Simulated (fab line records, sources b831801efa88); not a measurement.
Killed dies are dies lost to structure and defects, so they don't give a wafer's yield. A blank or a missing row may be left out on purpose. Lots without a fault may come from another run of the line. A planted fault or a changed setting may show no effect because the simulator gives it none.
Which tool did it? | flow gf180mcu | 13 lots, 39 wafers sampled, at 5 steps of a route of 602

WHAT THE GAUGES READ, wafer by wafer
GF_PSD_RS_MEAS_14: measures by four-point-probe.
lot  | measured     | on            | NSD_RS (ohm/sq)
L129 | day 15 01:07 | film_metro-02 | 45.99 45.94 46.04
L130 | day 15 06:53 | film_metro-03 | 46.22 46.09 46.14
L131 | day 15 13:11 | film_metro-03 | 45.99 46.09 45.98
L132 | day 16 01:38 | film_metro-02 | 46.06 45.98 45.97
L133 | day 16 10:12 | film_metro-03 | 46.13 46.17 46.10
L134 | day 16 20:38 | film_metro-03 | 46.14 46.19 46.19
L139 | day 18 12:08 | film_metro-02 | 46.06 46.08 45.92
L142 | day 19 12:26 | film_metro-02 | 46.11 46.19 46.13
L144 | day 20 07:38 | film_metro-01 | 46.00 46.14 46.10
L146 | day 20 22:56 | film_metro-01 | 45.96 46.00 46.05
L147 | day 21 09:20 | film_metro-01 | 44.08 44.07 44.04
L148 | day 21 17:14 | film_metro-02 | 43.97 43.89 43.99
L150 | day 22 04:17 | film_metro-02 | 46.10 46.16 46.11

GF_PSD_RS_MEAS_15: measures by four-point-probe.
lot  | measured     | on            | PSD_RS (ohm/sq)
L129 | day 15 01:14 | film_metro-02 | 107.96 108.05 107.92
L130 | day 15 07:00 | film_metro-03 | 108.74 108.47 108.74
L131 | day 15 13:18 | film_metro-03 | 107.97 108.12 108.18
L132 | day 16 01:45 | film_metro-02 | 108.25 108.16 108.29
L133 | day 16 10:19 | film_metro-03 | 108.34 108.63 108.50
L134 | day 16 20:45 | film_metro-03 | 109.05 108.70 108.36
L139 | day 18 12:15 | film_metro-02 | 108.40 108.31 108.08
L142 | day 19 12:33 | film_metro-02 | 108.66 108.90 109.01
L144 | day 20 07:45 | film_metro-01 | 108.28 108.55 108.63
L146 | day 20 23:04 | film_metro-01 | 107.81 108.04 108.37
L147 | day 21 09:27 | film_metro-01 | 103.78 104.22 103.45
L148 | day 21 17:21 | film_metro-02 | 103.91 104.08 103.88
L150 | day 22 04:24 | film_metro-02 | 108.45 108.55 108.40

GF_V3_RS_MEAS_24: measures by four-point-probe.
lot  | measured     | on            | V3_W_RS (ohm/sq)
L129 | day 23 05:56 | film_metro-02 | 0.331 0.333 0.329
L130 | day 23 13:28 | film_metro-02 | 0.330 0.327 0.328
L131 | day 23 19:10 | film_metro-03 | 0.335 0.334 0.330
L132 | day 24 08:09 | film_metro-02 | 0.334 0.336 0.333
L133 | day 24 15:35 | film_metro-02 | 0.325 0.327 0.329
L134 | day 25 02:48 | film_metro-04 | 0.331 0.332 0.329
L139 | day 26 14:32 | film_metro-04 | 0.331 0.331 0.334
L142 | day 27 11:58 | film_metro-04 | 0.333 0.332 0.330
L144 | day 28 02:46 | film_metro-02 | 0.334 0.333 0.329
L146 | day 28 17:58 | film_metro-03 | 0.329 0.328 0.329
L147 | day 29 00:57 | film_metro-02 | 0.331 0.338 0.326
L148 | day 29 07:25 | film_metro-04 | 0.327 0.329 0.327
L150 | day 29 14:57 | film_metro-03 | 0.331 0.326 0.329

WHICH TOOL RAN EACH LOT (tool, then ch and the chambers of the sampled wafers, then the start)
lot  | GF_PSD_RTA_13                    | GF_V3_SPUTTER_21
L129 | rtp_anneal-02 ch 0, day 15 01:01 | pvd_sputter-04, day 23 05:42
L130 | rtp_anneal-02 ch 0, day 15 06:48 | pvd_sputter-04, day 23 13:16
L131 | rtp_anneal-01 ch 0, day 15 13:06 | pvd_sputter-04, day 23 18:58
L132 | rtp_anneal-01 ch 0, day 16 01:32 | pvd_sputter-01, day 24 07:54
L133 | rtp_anneal-02 ch 0, day 16 10:07 | pvd_sputter-03, day 24 15:21
L134 | rtp_anneal-01 ch 0, day 16 20:32 | pvd_sputter-04, day 25 02:33
L139 | rtp_anneal-02 ch 0, day 18 12:03 | pvd_sputter-01, day 26 14:20
L142 | rtp_anneal-01 ch 0, day 19 12:21 | pvd_sputter-03, day 27 11:46
L144 | rtp_anneal-01 ch 0, day 20 07:33 | pvd_sputter-03, day 28 02:33
L146 | rtp_anneal-01 ch 0, day 20 22:50 | pvd_sputter-01, day 28 17:42
L147 | rtp_anneal-01 ch 0, day 21 09:15 | pvd_sputter-03, day 29 00:44
L148 | rtp_anneal-01 ch 0, day 21 17:09 | pvd_sputter-01, day 29 07:12
L150 | rtp_anneal-02 ch 0, day 22 04:12 | pvd_sputter-04, day 29 14:44
- GF_PSD_RTA_13: time 20 s.
- GF_V3_SPUTTER_21: material Ti, target thk 15 nm, time 80.02 s.

WHAT THE TOOLS THEMSELVES READ (means of the sampled wafers that have a number; where no wafer has one, the mark that the record gives instead)
GF_PSD_RTA_13.
lot  | tool          | lamp_power_pct (%) | run_length_s (s) | wafer_temp_C_max
L129 | rtp_anneal-02 | 28.0               | 48.53            | 1030.9
L130 | rtp_anneal-02 | 28.1               | 48.29            | 1030.4
L131 | rtp_anneal-01 | 30.3               | 48.04            | 1027.5
L132 | rtp_anneal-01 | 30.2               | 48.23            | 1027.3
L133 | rtp_anneal-02 | 28.0               | 48.44            | 1029.8
L134 | rtp_anneal-01 | 30.3               | 48.19            | 1028.2
L139 | rtp_anneal-02 | 28.0               | 48.40            | 1030.7
L142 | rtp_anneal-01 | 30.3               | 48.12            | 1027.0
L144 | rtp_anneal-01 | 30.3               | 48.07            | 1027.6
L146 | rtp_anneal-01 | 30.3               | 48.21            | 1027.5
L147 | rtp_anneal-01 | 30.3               | 57.71            | 1027.7
L148 | rtp_anneal-01 | 30.3               | 57.86            | 1028.0
L150 | rtp_anneal-02 | 28.0               | 48.37            | 1030.0

GF_V3_SPUTTER_21.
lot  | tool           | throttle_valve_pct (%)
L129 | pvd_sputter-04 | 29.2
L130 | pvd_sputter-04 | 30.3
L131 | pvd_sputter-04 | 30.1
L132 | pvd_sputter-01 | 31.1
L133 | pvd_sputter-03 | 29.5
L134 | pvd_sputter-04 | 30.7
L139 | pvd_sputter-01 | 30.3
L142 | pvd_sputter-03 | 30.0
L144 | pvd_sputter-03 | 29.9
L146 | pvd_sputter-01 | 29.9
L147 | pvd_sputter-03 | 29.0
L148 | pvd_sputter-01 | 29.7
L150 | pvd_sputter-04 | 29.2

THE ANSWER, worked out from the rows above alone
Rule: what is usual is taken from the lots themselves. Put in order of their means at a reading, lots are off if they are a third of the lots or fewer, leave a main group of 4 or more, and stand apart from it by a gap of 3 or more times the standard deviation of the main group's means; of several such gaps the widest counts. A main group whose means are all the same, to the digits that the tables above print for the reading, isn't used. A lot without any number at a reading at which 4 lots or more have one is off too. The other lots that the step has rows for count as sound. The gauges are gone through in route order, then the tools' own readings, and for those a lot's mean is taken as printed above. The first step at which some lot is off is used, and at that step the reading that is off furthest; a lot without a number counts as furthest.
Off: L147, L148, at GF_PSD_RS_MEAS_14 (NSD_RS). The main group: mean 46.08 ohm/sq, standard deviation 0.067.
A tool fits if, at a process step before that reading, it ran every lot that is off, and no sound lot after the first of them. The gauges at GF_PSD_RS_MEAS_14 aren't tried: what is off there is off at GF_PSD_RTA_13 too, on other tools, and a gauge's error can't cause that. One fits: rtp_anneal-01 at GF_PSD_RTA_13. Its last sound lot is L146 (day 20 22:50), its first lot that is off L147 (day 21 09:15): a fault that began between those two fits.
The tool's own readings at GF_PSD_RTA_13 bear it out: on the lots that are off they differ by more than 5 times the standard deviation of the sound lots' means. run_length_s reads 57.78 s there against 48.26 s on the sound lots.

WHAT THE SIMULATOR HAD PUT IN
Process parameter drift: rtp_anneal-01, from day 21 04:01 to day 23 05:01, at GF_PSD_RTA_13. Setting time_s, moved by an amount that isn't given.
Lots struck among those shown: L147, L148. The rule above found the same.
